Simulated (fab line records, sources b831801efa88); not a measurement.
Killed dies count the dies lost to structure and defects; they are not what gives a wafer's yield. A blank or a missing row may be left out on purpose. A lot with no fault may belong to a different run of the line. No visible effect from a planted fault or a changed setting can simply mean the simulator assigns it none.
fab line records -- flow sky130
record lots=5, wafers=15, last_day=50
route steps=708 shown VIA3@578 METAL4@598 CAP2M@603 PAD_OPEN@708
lots that met no fault: taken from a fault-free run of the same line
start_h: the number of hours between the record's first day and the start of the first shown wafer of the lot -- wait_h: hours from the lot's prior step to this one -- " same as the row above -- L1.1+2: a single row standing in for several wafers -- - no value present, or no start provided -- * or withheld: withheld -- < > ~ a bound
route shown NAME@n: names a module that has steps shown in the file, with the first one's number in the route -- usual: average and standard deviation across the fault-free wafers -- same: alike in all rows -- chamber/n: place in a boat -- sites: readings site by site -- _std_site: the standard deviation of these -- _edge_site: inner sites' mean taken away from outer sites' mean -- radius_mm: for every site, how far away it sits from the centre of the wafer -- mask NAME#n: copy n -- behind: tool/chamber where the wafer was last shaped -- hold: why the lot was held/for how many hours/how that ended -- device: the n, p or np transistor that did not switch -- end of line: tests run on the same wafers once the route is complete -- a step without rows: its recipe alone -- killed: at the first sort, the dies lost to defects and structure; wafer yield is something else -- map: a wafer's dies, marking killed ones x, the rest . and places with no die _
set.NAME: the setting as run; set.NAME@STEP: as run at that earlier step -- model.NAME: the simulator's own value behind a step, which no gauge read
certain route steps with their lots: each step a table, each wafer a row
services: a tool's chamber out of use, with start hour (start_h, from the record's first day; less than 0 if before it), hours out, and reason
## steps
# step SKY_VIA3_HMDS_05
# recipe prime_time_s=60, prime_temp_c=120
# step SKY_VIA3_COAT_06
# recipe resist=BARC, temp_c=withheld, time_s=withheld, spin_rpm=3000, resist_thk_nm=60
# step SKY_VIA3_COAT_07
# recipe resist=KrF-thick, spin_rpm=3000, resist_thk_nm=450
# step SKY_VIA3_SOFTBAKE_08
# recipe temp_c=100, time_s=90, resist=KrF-thick
# step SKY_VIA3_EXPOSE_09
# recipe mask_id=VIM3, na=0.8, source_shape=annular, sigma_inner=0.55, sigma_outer=0.85, target_cd_nm=200, dose_mj=38
# step SKY_VIA3_PEB_10
# recipe peb_temp_c=withheld, peb_time_s=withheld, resist=KrF-thick
# step SKY_VIA3_DEVELOP_11
# recipe develop_time_s=60, resist=KrF-thick, dev_temp_c=21
# step SKY_VIA3_CD_MEAS_12
# recipe target_cd_nm=200
# usual cd_nm=200.1/1.3
lot.wafer,tool,chamber,start_h,wait_h,cd_nm
L985.2,cd_sem-02,-,945.61,-,199.7
L985.4,cd_sem-02,-,945.61,-,199.7
L985.6,cd_sem-02,-,945.61,-,201.1
L987.1,cd_sem-02,-,960.41,-,197.7
L987.5,cd_sem-02,-,960.41,-,198.8
L987.6,cd_sem-02,-,960.41,-,198.8
L989.2,cd_sem-01,-,982.28,-,201.1
L989.3,cd_sem-01,-,982.28,-,201.1
L989.5,cd_sem-01,-,982.28,-,201.8
L105.1,cd_sem-02,-,1074.41,-,199.1
L105.3,cd_sem-02,-,1074.41,-,199.5
L105.6,cd_sem-02,-,1074.41,-,198.6
L106.2,cd_sem-02,-,1077.53,-,200.9
L106.4,cd_sem-02,-,1077.53,-,200.1
L106.5,cd_sem-02,-,1077.53,-,200.6
# step SKY_VIA3_OVL_MEAS_13
# usual VIA3_OVL=2/6.1
lot.wafer,tool,chamber,start_h,wait_h,VIA3_OVL[nm]
L985.2,overlay-02,-,945.72,0.1,-3
L985.4,overlay-02,-,945.72,0.1,-1
L985.6,overlay-02,-,945.72,0.1,-10
L987.1,overlay-01,-,960.53,0.1,-6
L987.5,overlay-01,-,960.53,0.1,2
L987.6,overlay-01,-,960.53,0.1,4
L989.2,overlay-01,-,982.39,0.1,5
L989.3,overlay-01,-,982.39,0.1,1
L989.5,overlay-01,-,982.39,0.1,-2
L105.1,overlay-01,-,1074.53,0.1,-2
L105.3,overlay-01,-,1074.53,0.1,8
L105.6,overlay-01,-,1074.53,0.1,4
L106.2,overlay-01,-,1077.64,0.1,8
L106.4,overlay-01,-,1077.64,0.1,4
L106.5,overlay-01,-,1077.64,0.1,-2
# step SKY_VIA3_ETCH_14
# recipe chemistry=N2/H2, target=BARC, ion_energy_ev=200, source_w=500, bias_w=100, pressure_mtorr=30, n2_flow_sccm=100, h2_flow_sccm=200, stop_on=SiO2, time_s=45.9, target_depth_a=600
# usual drypump_motor_current_A=5.8/0.47, oes_product_au=0.855/0.0049, throttle_valve_pct=13.224/0.0086
lot.wafer,tool,chamber,start_h,wait_h,drypump_motor_current_A,oes_product_au,rf_hours_counter_h,throttle_valve_pct
L985.2,rie_diel-02,1,945.75,0.0,5.7,0.849,15,13.205
L985.4,rie_diel-02,2,945.75,0.0,5.5,0.856,-,13.231
L985.6,rie_diel-02,3,945.75,0.0,6.6,0.856,-,13.230
L987.1,rie_diel-01,3,960.57,0.0,6.1,0.855,23,13.223
L987.5,rie_diel-01,1,960.57,0.0,6.2,0.850,-,13.200
L987.6,rie_diel-01,0,960.57,0.0,5.2,0.852,-,13.224
L989.2,rie_diel-01,0,982.42,0.0,5.2,0.848,2,13.218
L989.3,rie_diel-01,1,982.42,0.0,6.2,0.852,17,13.215
L989.5,rie_diel-01,0,982.42,0.0,5.2,0.852,-,13.222
L105.1,rie_diel-04,2,1074.57,0.0,5.5,0.854,24,13.228
L105.3,rie_diel-04,1,1074.57,0.0,6.1,0.860,17,13.223
L105.6,rie_diel-04,3,1074.57,0.0,4.7,0.847,-,13.223
L106.2,rie_diel-02,1,1077.67,0.0,5.6,0.859,19,13.223
L106.4,rie_diel-02,2,1077.67,0.0,5.5,0.849,17,13.240
L106.5,rie_diel-02,1,1077.67,0.0,5.6,0.854,-,13.235
# step SKY_VIA3_ETCH_15
# recipe target=SiO2, chemistry=C4F8/O2/Ar, target_depth_nm=507, stop_on=TiN, mask_material=KrF-thick, source_w=1500, bias_w=1200, pressure_mtorr=40, c4f8_flow_sccm=withheld, O2_flow_sccm=6, Ar_flow_sccm=300, time_s=78
# usual oes_product_au=0.945/0.0048
lot.wafer,tool,chamber,start_h,wait_h,oes_product_au
L985.2,rie_diel-02,1,945.79,0.0,0.953
L985.4,rie_diel-02,2,945.79,0.0,0.946
L985.6,rie_diel-02,3,945.79,0.0,0.948
L987.1,rie_diel-01,3,960.61,0.0,0.939
L987.5,rie_diel-01,1,960.61,0.0,0.940
L987.6,rie_diel-01,0,960.61,0.0,0.943
L989.2,rie_diel-01,0,982.46,0.0,0.942
L989.3,rie_diel-01,1,982.46,0.0,0.954
L989.5,rie_diel-01,0,982.46,0.0,0.941
L105.1,rie_diel-04,2,1074.61,0.0,0.951
L105.3,rie_diel-04,1,1074.61,0.0,0.944
L105.6,rie_diel-04,3,1074.61,0.0,0.947
L106.2,rie_diel-02,1,1077.71,0.0,0.944
L106.4,rie_diel-02,2,1077.71,0.0,0.946
L106.5,rie_diel-02,1,1077.71,0.0,0.944
# step SKY_VIA3_STRIP_16
# recipe chemistry=O2/N2, power_w=1400, pressure_mtorr=1500, platen_temp_c=withheld, o2_flow_sccm=3000, n2_flow_sccm=300, overash_fraction=0.5
# step SKY_VIA3_STRIP_17
# recipe chemistry=post_etch_residue_remover, time_s=1200, temp_c=72.5
lot.wafer,tool,chamber,start_h,wait_h
L985.2+4+6,wet_bench-03,1,946.00,0.1
L987.1+5+6,wet_bench-02,3,960.77,0.1
L989.2+3+5,wet_bench-02,2,982.62,0.1
L105.1+3+6,wet_bench-03,2,1074.77,0.1
L106.2+4+5,wet_bench-03,1,1077.87,0.1
# step SKY_VIA3_CLEAN_18
# recipe chemistry=IPA, time_s=180, temp_c=25
# step SKY_VIA3_CLEAN_19
# recipe chemistry=O3/DIW, dry=n2_spin
# step SKY_VIA3_SPUTTER_20
# recipe material=TiN, target_thk_nm=20, chamber_pressure_pa=5, power_w=4000, time_s=80
# step SKY_VIA3_CVD_21
# recipe material=W, target_thk_nm=390, time_s=117.31, temp_c=400, pressure_torr=40
# usual heater_power_w=831/75
lot.wafer,tool,chamber,start_h,wait_h,heater_power_w
L985.2,cvd_w-01,1,946.56,0.0,907
L985.4,cvd_w-01,1,946.56,0.0,905
L985.6,cvd_w-01,1,946.56,0.0,882
L987.1,cvd_w-01,1,961.36,0.0,907
L987.5,cvd_w-01,1,961.36,0.0,903
L987.6,cvd_w-01,0,961.36,0.0,727
L989.2,cvd_w-02,0,983.23,0.0,919
L989.3,cvd_w-02,1,983.23,0.0,804
L989.5,cvd_w-02,1,983.23,0.0,816
L105.1,cvd_w-01,1,1075.32,0.0,929
L105.3,cvd_w-01,1,1075.32,0.0,910
L105.6,cvd_w-01,0,1075.32,0.0,715
L106.2,cvd_w-01,1,1078.42,0.0,902
L106.4,cvd_w-01,1,1078.42,0.0,912
L106.5,cvd_w-01,0,1078.42,0.0,726
# step SKY_VIA3_RS_MEAS_22
# recipe thk_meas_gauge=four-point-probe, reads=W_of_VIA3_CVD_21+TiN_of_VIA3_SPUTTER_20
# usual VIA3_W_RS=0.293/0.0034
lot.wafer,tool,chamber,start_h,wait_h,VIA3_W_RS[ohm/sq]
L985.2,film_metro-03,-,946.74,0.1,0.291
L985.4,film_metro-03,-,946.74,0.1,0.292
L985.6,film_metro-03,-,946.74,0.1,0.294
L987.1,film_metro-04,-,961.49,0.1,0.295
L987.5,film_metro-04,-,961.49,0.1,0.298
L987.6,film_metro-04,-,961.49,0.1,0.293
L989.2,film_metro-03,-,983.38,0.1,0.298
L989.3,film_metro-03,-,983.38,0.1,0.296
L989.5,film_metro-03,-,983.38,0.1,0.297
L105.1,film_metro-03,-,1075.45,0.1,0.294
L105.3,film_metro-03,-,1075.45,0.1,0.296
L105.6,film_metro-03,-,1075.45,0.1,0.292
L106.2,film_metro-01,-,1078.57,0.1,0.293
L106.4,film_metro-01,-,1078.57,0.1,0.293
L106.5,film_metro-01,-,1078.57,0.1,0.290
# step SKY_VIA3_THK_MEAS_23
# recipe thk_meas_gauge=xrf, reads=W_of_VIA3_CVD_21
# usual VIA3_W_THK=383/5.5
lot.wafer,tool,chamber,start_h,wait_h,VIA3_W_THK[nm]
L985.2,film_metro-03,-,946.85,0.1,386
L985.4,film_metro-03,-,946.85,0.1,386
L985.6,film_metro-03,-,946.85,0.1,384
L987.1,film_metro-04,-,961.61,0.1,381
L987.5,film_metro-04,-,961.61,0.1,380
L987.6,film_metro-04,-,961.61,0.1,384
L989.2,film_metro-03,-,983.49,0.1,372
L989.3,film_metro-03,-,983.49,0.1,374
L989.5,film_metro-03,-,983.49,0.1,376
L105.1,film_metro-03,-,1075.57,0.1,383
L105.3,film_metro-03,-,1075.57,0.1,383
L105.6,film_metro-03,-,1075.57,0.1,386
L106.2,film_metro-01,-,1078.68,0.1,384
L106.4,film_metro-01,-,1078.68,0.1,385
L106.5,film_metro-01,-,1078.68,0.1,385
# step SKY_VIA3_CMP_24
# recipe stop_on=SiO2, t_overpolish_s=20, down_force_psi=3.5, platen_rpm=60, target_thk_nm=0, pad_velocity_m_s=0.94248
# step SKY_METAL4_SPUTTER_00
# recipe material=Ti, target_thk_nm=15, power_w=3000, time_s=10, chamber_pressure_pa=0.4
# usual throttle_valve_pct=30.1/1.2
lot.wafer,tool,chamber,start_h,wait_h,throttle_valve_pct
L985.2,pvd_sputter-04,-,947.20,0.1,28.9
L985.4,pvd_sputter-04,-,947.20,0.1,28.2
L985.6,pvd_sputter-04,-,947.20,0.1,27.9
L987.1,pvd_sputter-04,-,961.97,0.1,29.7
L987.5,pvd_sputter-04,-,961.97,0.1,30.0
L987.6,pvd_sputter-04,-,961.97,0.1,30.3
L989.2,pvd_sputter-04,-,983.84,0.1,30.6
L989.3,pvd_sputter-04,-,983.84,0.1,28.1
L989.5,pvd_sputter-04,-,983.84,0.1,28.2
L105.1,pvd_sputter-02,-,1075.93,0.2,30.0
L105.3,pvd_sputter-02,-,1075.93,0.2,31.3
L105.6,pvd_sputter-02,-,1075.93,0.2,30.1
L106.2,pvd_sputter-04,-,1079.03,0.2,28.1
L106.4,pvd_sputter-04,-,1079.03,0.2,28.2
L106.5,pvd_sputter-04,-,1079.03,0.2,29.6
# step SKY_METAL4_SPUTTER_01
# recipe material=TiN, target_thk_nm=20, power_w=6500, time_s=16.7, chamber_pressure_pa=0.4
# usual throttle_valve_pct=30.1/1.1
lot.wafer,tool,chamber,start_h,wait_h,throttle_valve_pct
L985.2,pvd_sputter-04,-,947.22,0.0,29.1
L985.4,pvd_sputter-04,-,947.22,0.0,28.1
L985.6,pvd_sputter-04,-,947.22,0.0,28.5
L987.1,pvd_sputter-04,-,961.99,0.0,29.8
L987.5,pvd_sputter-04,-,961.99,0.0,29.9
L987.6,pvd_sputter-04,-,961.99,0.0,30.4
L989.2,pvd_sputter-04,-,983.86,0.0,30.1
L989.3,pvd_sputter-04,-,983.86,0.0,28.3
L989.5,pvd_sputter-04,-,983.86,0.0,28.1
L105.1,pvd_sputter-02,-,1075.95,0.0,30.3
L105.3,pvd_sputter-02,-,1075.95,0.0,31.2
L105.6,pvd_sputter-02,-,1075.95,0.0,29.9
L106.2,pvd_sputter-04,-,1079.05,0.0,28.1
L106.4,pvd_sputter-04,-,1079.05,0.0,28.4
L106.5,pvd_sputter-04,-,1079.05,0.0,30.3
# step SKY_METAL4_SPUTTER_02
# recipe material=AlCu, target_thk_nm=735, power_w=10600, time_s=39.1, chamber_pressure_pa=0.4
# step SKY_METAL4_SPUTTER_03
# recipe material=Ti, target_thk_nm=5, power_w=3000, time_s=3.3, chamber_pressure_pa=0.4
# step SKY_METAL4_SPUTTER_04
# recipe material=TiN, target_thk_nm=70, power_w=6500, time_s=58.3, chamber_pressure_pa=0.4
# step SKY_CAP2M_CVD_00
# recipe material=SiO2, target_thk_nm=15.5, temp_c=400, time_s=withheld, rf_w=450
# step SKY_CAP2M_THK_MEAS_01
# recipe reads=SiO2_of_CAP2M_CVD_00
# usual CAP2M_CVD_00_THK=15.43/0.22
lot.wafer,tool,chamber,start_h,wait_h,CAP2M_CVD_00_THK[nm]
L985.2,film_metro-02,-,947.39,-,14.98
L985.4,film_metro-02,-,947.39,-,15.56
L985.6,film_metro-02,-,947.39,-,15.23
L987.1,film_metro-03,-,962.14,-,15.25
L987.5,film_metro-03,-,962.14,-,15.47
L987.6,film_metro-03,-,962.14,-,15.23
L989.2,film_metro-02,-,984.03,-,15.56
L989.3,film_metro-02,-,984.03,-,15.60
L989.5,film_metro-02,-,984.03,-,15.65
L105.1,film_metro-02,-,1076.10,-,15.12
L105.3,film_metro-02,-,1076.10,-,15.10
L105.6,film_metro-02,-,1076.10,-,15.60
L106.2,film_metro-03,-,1079.21,-,15.36
L106.4,film_metro-03,-,1079.21,-,15.35
L106.5,film_metro-03,-,1079.21,-,15.59
# step SKY_CAP2M_SPUTTER_02
# recipe material=TiN, target_thk_nm=200, temp_c=300, power_w=6500, time_s=166.7, chamber_pressure_pa=0.4
# step SKY_CAP2M_RS_MEAS_03
# recipe thk_meas_gauge=four-point-probe, reads=TiN_of_CAP2M_SPUTTER_02
# usual CAP2M_TIN_RS=6.92/0.084
lot.wafer,tool,chamber,start_h,wait_h,CAP2M_TIN_RS[ohm/sq]
L985.2,film_metro-02,-,947.57,0.1,6.88
L985.4,film_metro-02,-,947.57,0.1,6.90
L985.6,film_metro-02,-,947.57,0.1,6.91
L987.1,film_metro-04,-,962.31,0.1,6.92
L987.5,film_metro-04,-,962.31,0.1,6.89
L987.6,film_metro-04,-,962.31,0.1,6.93
L989.2,film_metro-03,-,984.21,0.1,6.77
L989.3,film_metro-03,-,984.21,0.1,6.89
L989.5,film_metro-03,-,984.21,0.1,6.86
L105.1,film_metro-03,-,1076.27,0.1,6.76
L105.3,film_metro-03,-,1076.27,0.1,6.80
L105.6,film_metro-03,-,1076.27,0.1,6.75
L106.2,film_metro-02,-,1079.39,0.1,6.81
L106.4,film_metro-02,-,1079.39,0.1,6.92
L106.5,film_metro-02,-,1079.39,0.1,6.91
# step SKY_CAP2M_THK_MEAS_04
# recipe thk_meas_gauge=xrf, reads=TiN_of_CAP2M_SPUTTER_02
# usual CAP2M_TIN_THK=196.9/2.5
lot.wafer,tool,chamber,start_h,wait_h,CAP2M_TIN_THK[nm]
L985.2,film_metro-02,-,947.68,0.1,197.3
L985.4,film_metro-02,-,947.68,0.1,196.2
L985.6,film_metro-02,-,947.68,0.1,194.7
L987.1,film_metro-04,-,962.43,0.1,197.0
L987.5,film_metro-04,-,962.43,0.1,197.9
L987.6,film_metro-04,-,962.43,0.1,196.8
L989.2,film_metro-03,-,984.32,0.1,201.4
L989.3,film_metro-03,-,984.32,0.1,198.1
L989.5,film_metro-03,-,984.32,0.1,198.6
L105.1,film_metro-03,-,1076.39,0.1,200.0
L105.3,film_metro-03,-,1076.39,0.1,198.6
L105.6,film_metro-03,-,1076.39,0.1,200.5
L106.2,film_metro-02,-,1079.50,0.1,199.3
L106.4,film_metro-02,-,1079.50,0.1,196.6
L106.5,film_metro-02,-,1079.50,0.1,196.3
# step SKY_CAP2M_DEHYDRATE_05
# recipe temp_c=200, time_s=60
# step SKY_CAP2M_HMDS_06
# recipe prime_time_s=60, prime_temp_c=120
# step SKY_CAP2M_COAT_07
# recipe resist=NOVOLAK, spin_rpm=3000, resist_thk_nm=1140
# step SKY_CAP2M_SOFTBAKE_08
# recipe temp_c=90, time_s=60, resist=NOVOLAK
# step SKY_CAP2M_EXPOSE_09
# recipe mask_id=CAP2M, na=0.6, source_shape=conventional, sigma_outer=0.6, polarization=unpolarized, target_cd_nm=1000, dose_mj=159
# step SKY_CAP2M_PEB_10
# recipe temp_c=withheld, time_s=*, resist=NOVOLAK
# step SKY_CAP2M_DEVELOP_11
# recipe resist=NOVOLAK, developer=TMAH, develop_time_s=60, dev_temp_c=23
# step SKY_CAP2M_OVL_MEAS_12
# usual CAP2M_OVL=0.1/1.5
lot.wafer,tool,chamber,start_h,wait_h,CAP2M_OVL[nm]
L985.2,overlay-01,-,971.57,0.1,2.1
L985.4,overlay-01,-,971.57,0.1,0.2
L985.6,overlay-01,-,971.57,0.1,0.7
L987.1,overlay-01,-,985.81,0.1,1.2
L987.5,overlay-01,-,985.81,0.1,0.3
L987.6,overlay-01,-,985.81,0.1,-0.4
L989.2,overlay-02,-,1007.92,0.1,0.6
L989.3,overlay-02,-,1007.92,0.1,0.8
L989.5,overlay-02,-,1007.92,0.1,0.0
L105.1,overlay-01,-,1096.86,0.1,-0.9
L105.3,overlay-01,-,1096.86,0.1,-3.0
L105.6,overlay-01,-,1096.86,0.1,-1.0
L106.2,overlay-02,-,1099.72,0.1,-2.1
L106.4,overlay-02,-,1099.72,0.1,-2.6
L106.5,overlay-02,-,1099.72,0.1,-2.2
# step SKY_CAP2M_METAL_ETCH_13
# recipe target_depth_nm=220, stop_on=SiO2, chemistry=Cl2/BCl3, target=TiN, pressure_mtorr=10, icp_w=900, bias_w=48.5, Cl2_flow_sccm=60, bcl3_flow_sccm=30, time_s=62.9
# step SKY_CAP2M_STRIP_14
# recipe chemistry=O2/N2, power_w=1400, pressure_mtorr=1500, platen_temp_c=withheld, o2_flow_sccm=3000, n2_flow_sccm=300, overash_fraction=0.5
# step SKY_CAP2M_STRIP_15
# recipe chemistry=post_etch_residue_remover, time_s=1200, temp_c=72.5
# step SKY_CAP2M_CLEAN_16
# recipe chemistry=IPA, time_s=180, temp_c=25
# step SKY_PAD_OPEN_PROBE_99
# usual defect_limited_yield=82.6/1.8, killed_at_M0_to_M3=43/6.3, killed_at_M4_up=3.0/1.6, killed_at_contacts=25/5, killed_at_front_end=15/4.4, killed_at_other=0.3/0.8, killed_dies=85/8.7, killed_on_rim=17/3.7, killed_open=47/6.9, killed_short=38/6.3, sort_bin_3_pad_short=0.9/0.39, sort_bin_5_function=10.3/1.3, sort_bin_6_memory=6.2/1.1, sort_n_pass=407/8.8, sort_yield_pct=82.6/1.8
# same gross_dies=492, killed_at_back_side=0, sort_bin_4_leakage[%]=0, sort_bin_8_speed[%]=0
lot.wafer,tool,chamber,start_h,wait_h,defect_limited_yield[%],killed_at_M0_to_M3,killed_at_M4_up,killed_at_contacts,killed_at_front_end,killed_at_other,killed_dies,killed_on_rim,killed_open,killed_short,sort_bin_3_pad_short[%],sort_bin_5_function[%],sort_bin_6_memory[%],sort_n_pass,sort_yield_pct[%],model.etest.tester.sort_n_pass,model.etest.tester.sort_yield_pct,model.etest.tester.sort_bin_5_pct,model.etest.tester.sort_bin_3_pct
L985.2,prober-01,-,1090.86,0.1,83.3,37,3,25,17,0,82,18,46,36,1.6,9.1,5.9,410,83.3,410,83.33,9.146,1.626
L985.4,prober-01,-,1090.96,0.2,80.5,39,4,35,17,1,96,21,61,35,1.0,12.6,5.9,396,80.5,396,80.49,12.6,1.016
L985.6,prober-01,-,1091.06,0.2,80.3,39,3,33,22,0,97,14,58,39,1.0,11.8,6.9,395,80.3,395,80.28,11.79,1.016
L987.1,prober-01,-,1101.08,0.1,81.3,44,2,29,17,0,92,15,56,36,0.4,10.4,7.9,400,81.3,400,81.3,10.37,0.4065
L987.5,prober-01,-,1101.28,0.2,79.1,46,5,29,23,0,103,19,64,39,0.8,13.6,6.5,389,79.1,389,79.06,13.62,0.813
L987.6,prober-01,-,1101.33,0.2,80.5,43,1,26,26,0,96,17,52,44,0.8,13.2,5.5,396,80.5,396,80.49,13.21,0.813
L989.2,prober-02,-,1121.66,0.1,73.2,88,3,24,17,0,132,31,49,49,4.5,15.9,6.5,360,73.2,360,73.17,15.85,4.472
L989.3,prober-02,-,1121.71,0.2,76.0,78,2,30,8,0,118,27,55,31,2.4,15.4,6.1,374,76.0,374,76.02,15.45,2.439
L989.5,prober-02,-,1121.81,0.2,75.4,84,3,19,11,4,121,32,42,41,3.3,14.0,7.3,371,75.4,371,75.41,14.02,3.252
L105.1,prober-02,-,1195.77,0.1,86.6,31,3,20,12,0,66,12,32,34,0.8,8.3,4.3,426,86.6,426,86.59,8.333,0.813
L105.3,prober-02,-,1195.87,0.2,84.3,39,3,26,9,0,77,20,39,38,0.4,10.0,5.3,415,84.3,415,84.35,9.959,0.4065
L105.6,prober-02,-,1196.02,0.2,85.4,41,7,17,7,0,72,13,37,35,0.6,7.9,6.1,420,85.4,420,85.37,7.927,0.6098
L106.2,prober-02,-,1196.63,0.1,82.3,35,5,23,24,0,87,11,49,38,1.4,10.0,6.3,405,82.3,405,82.32,9.959,1.423
L106.4,prober-02,-,1196.73,0.2,82.1,50,2,18,17,1,88,18,37,50,0.4,10.2,7.3,404,82.1,404,82.11,10.16,0.4065
L106.5,prober-02,-,1196.78,0.2,87.0,36,3,13,12,0,64,15,37,27,0.6,8.3,4.1,428,87.0,428,86.99,8.333,0.6098
# killed by level:class
L985.2 CONTACT:geometric_particle:open=10 VIA1:geometric_particle:open=9 METAL2:geometric_particle:short=8 POLY_GATE:geometric_particle:open=7 VIA2:geometric_particle:open=6 LI_CONTACT:geometric_particle:open=5 FIELD_ISO:geometric_particle:open=4 LI_CONTACT:geometric_particle:short=4
L985.4 VIA1:geometric_particle:open=12 LI_CONTACT:geometric_particle:open=11 POLY_GATE:geometric_particle:open=9 LOCAL_INTERCONNECT:geometric_particle:short=9 CONTACT:geometric_particle:open=7 VIA3:geometric_particle:open=6 CONTACT:geometric_particle:short=5 VIA2:geometric_particle:open=5
L985.6 CONTACT:geometric_particle:open=12 POLY_GATE:geometric_particle:open=11 LI_CONTACT:geometric_particle:open=8 POLY_GATE:geometric_particle:short=6 LOCAL_INTERCONNECT:geometric_particle:short=6 VIA1:geometric_particle:open=6 VIA2:geometric_particle:open=6 VIA1:geometric_particle:short=5
L987.1 CONTACT:geometric_particle:open=10 VIA1:geometric_particle:open=10 LI_CONTACT:geometric_particle:open=8 CONTACT:geometric_particle:short=7 POLY_GATE:geometric_particle:open=6 VIA1:geometric_particle:short=6 VIA2:geometric_particle:open=6 FIELD_ISO:geometric_particle:short=5
L987.5 CONTACT:geometric_particle:open=19 VIA1:geometric_particle:open=10 FIELD_ISO:geometric_particle:open=9 VIA2:geometric_particle:open=8 LI_CONTACT:geometric_particle:open=7 VIA3:geometric_particle:open=6 FIELD_ISO:geometric_particle:short=5 METAL1:geometric_particle:short=5
L987.6 CONTACT:geometric_particle:open=10 VIA1:geometric_particle:short=9 FIELD_ISO:geometric_particle:open=8 VIA1:geometric_particle:open=8 FIELD_ISO:geometric_particle:short=7 VIA2:geometric_particle:open=7 LI_CONTACT:geometric_particle:open=6 METAL2:geometric_particle:short=6
L989.2 VIA3:unspecified=34 METAL2:geometric_particle:short=10 VIA3:geometric_particle:open=10 CONTACT:geometric_particle:open=9 VIA1:geometric_particle:open=8 VIA2:geometric_particle:open=7 VIA1:geometric_particle:short=5 FIELD_ISO:geometric_particle:short=4
L989.3 VIA3:unspecified=32 CONTACT:geometric_particle:open=12 VIA1:geometric_particle:open=11 LI_CONTACT:geometric_particle:open=10 VIA3:geometric_particle:open=8 METAL1:geometric_particle:short=6 CONTACT:geometric_particle:short=5 VIA1:geometric_particle:short=5
L989.5 VIA3:unspecified=34 VIA1:geometric_particle:open=12 METAL2:geometric_particle:short=8 CONTACT:geometric_particle:open=7 LI_CONTACT:geometric_particle:open=6 METAL1:geometric_particle:short=6 FIELD_ISO:geometric_particle:short=5 VIA1:geometric_particle:short=5
L105.1 LOCAL_INTERCONNECT:geometric_particle:short=7 LI_CONTACT:geometric_particle:open=6 VIA1:geometric_particle:open=6 METAL2:geometric_particle:short=5 VIA3:geometric_particle:open=5 METAL1:geometric_particle:short=4 FIELD_ISO:geometric_particle:open=3 CONTACT:geometric_particle:open=3
L105.3 CONTACT:geometric_particle:open=11 VIA1:geometric_particle:open=9 METAL1:geometric_particle:short=7 CONTACT:geometric_particle:short=6 METAL2:geometric_particle:short=6 VIA2:geometric_particle:open=5 LI_CONTACT:geometric_particle:open=4 VIA3:geometric_particle:open=4
L105.6 METAL1:geometric_particle:short=7 VIA1:geometric_particle:open=7 VIA1:geometric_particle:short=6 LI_CONTACT:geometric_particle:open=6 CONTACT:geometric_particle:open=6 VIA3:geometric_particle:open=5 METAL4:geometric_particle:short=4 POLY_GATE:geometric_particle:open=3
L106.2 CONTACT:geometric_particle:open=10 FIELD_ISO:geometric_particle:short=9 VIA1:geometric_particle:open=8 FIELD_ISO:geometric_particle:open=6 VIA3:geometric_particle:open=6 POLY_GATE:geometric_particle:open=4 LI_CONTACT:geometric_particle:open=4 METAL1:geometric_particle:short=4
L106.4 METAL2:geometric_particle:short=12 VIA3:geometric_particle:open=10 FIELD_ISO:geometric_particle:short=9 VIA2:geometric_particle:open=7 CONTACT:geometric_particle:open=7 VIA1:geometric_particle:open=7 METAL1:geometric_particle:short=5 LOCAL_INTERCONNECT:geometric_particle:short=4
L106.5 VIA1:geometric_particle:open=11 CONTACT:geometric_particle:open=7 VIA3:geometric_particle:open=6 FIELD_ISO:geometric_particle:open=5 LI_CONTACT:geometric_particle:short=4 METAL2:geometric_particle:short=4 VIA1:geometric_particle:short=4 VIA2:geometric_particle:open=3
# map L989.2 (x killed, . not)
__________.x.....x.x_________
________...x..x......._______
______...x.....xx......._____
_____........x...........____
____.....xx...xxx.........___
___.....x...........x.x..x.__
__.xxx......................_
_.x........x.xx..xxx.xx......
_x......x.xx..x..x...xx.....x
_x...........xxx......x...xx.
_.x...xx......x.x.......x...x
_.......x.x...x......xx......
_.......x.............x....x.
_....x....xxxx.x...x.........
_xxxxxxxxx.x..x......x..x....
__xxxxxxx..x.xx.........x.x._
___xxxxxx...x.x.....x......__
____xxxxxxx.x...x.x......x___
_____xxxxxx...x........x.____
______xxxx...........x.._____
________xx.x.x........_______
__________x..x......_________
# map L987.5 (x killed, . not)
__________.....x...._________
________.x.....xxx...x_______
______....x............._____
_____.x.xx......x....x...____
____x........x......x.....___
___.....xx.....x.x..x...x..__
__..x....x..xx.x........xx.._
_............xx...x..x....x..
_.....xx......x..xxx....x....
_..xx...x.......x............
_x.x.xx..........x....x......
_.....x..x........x.x.....x..
_......xx.....xx......x.x....
_...x........x....x..x.......
_.x...x....x..x....x.......xx
__....x..xx......x......x.x._
___x.........x..x.....x....__
____x.........x.xxx..x.x..___
_____.x.........x.xxx.x..____
______.......x......x..x_____
________..x..........._______
__________...x..xxx._________
## services
tool,chamber,start_h,hours,kind
rie_diel-01,0,923.08,-,clean
rie_diel-01,0,923.08,18.8,scheduled_down
rie_diel-01,0,923.08,18.8,vent_cycle
pvd_sputter-02,-,942.61,2.5,repair
rie_diel-02,0,944.45,8.4,repair
cvd_w-02,0,945.88,14.0,repair
rie_diel-01,3,961.25,21.6,repair
wet_bench-03,-,965.71,19.5,repair
cvd_w-01,-,966.35,0.6,repair
cvd_w-02,0,967.15,2.7,repair
cvd_w-02,1,999.23,5.0,repair
wet_bench-03,-,1002.05,1.9,pm
cvd_w-01,-,1054.02,1.3,repair
rie_diel-01,3,1062.32,11.4,repair
cvd_w-01,0,1062.37,4.0,repair
rie_diel-01,-,1068.75,2.8,pm
rie_diel-04,-,1074.79,14.6,pm
## key
first_sign step=SKY_PAD_OPEN_PROBE_99, reading=killed_at_M0_to_M3, direction=up, sigmas=6.5, usual=43, struck=83
effect step=SKY_PAD_OPEN_PROBE_99, reading=sort_bin_3_pad_short, direction=up, sigmas=6.3, usual=0.9, struck=3.4
model_effect step=SKY_PAD_OPEN_PROBE_99, value=etest.tester.sort_n_pass, without=396.7, struck=368.3
met_at SKY_VIA3_STRIP_17
struck_wafers L989.2,L989.3,L989.5
onset_between 960.77 982.62
also_fits SKY_VIA3_ETCH_14:rie_diel-01,SKY_VIA3_ETCH_15:rie_diel-01,SKY_VIA3_CVD_21:cvd_w-02
fault kind=chamber_particle_source, tool=wet_bench-02, chamber=-, onset_h=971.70, steps=SKY_VIA3_STRIP_17, rate_per_visit_cm2=1.4094
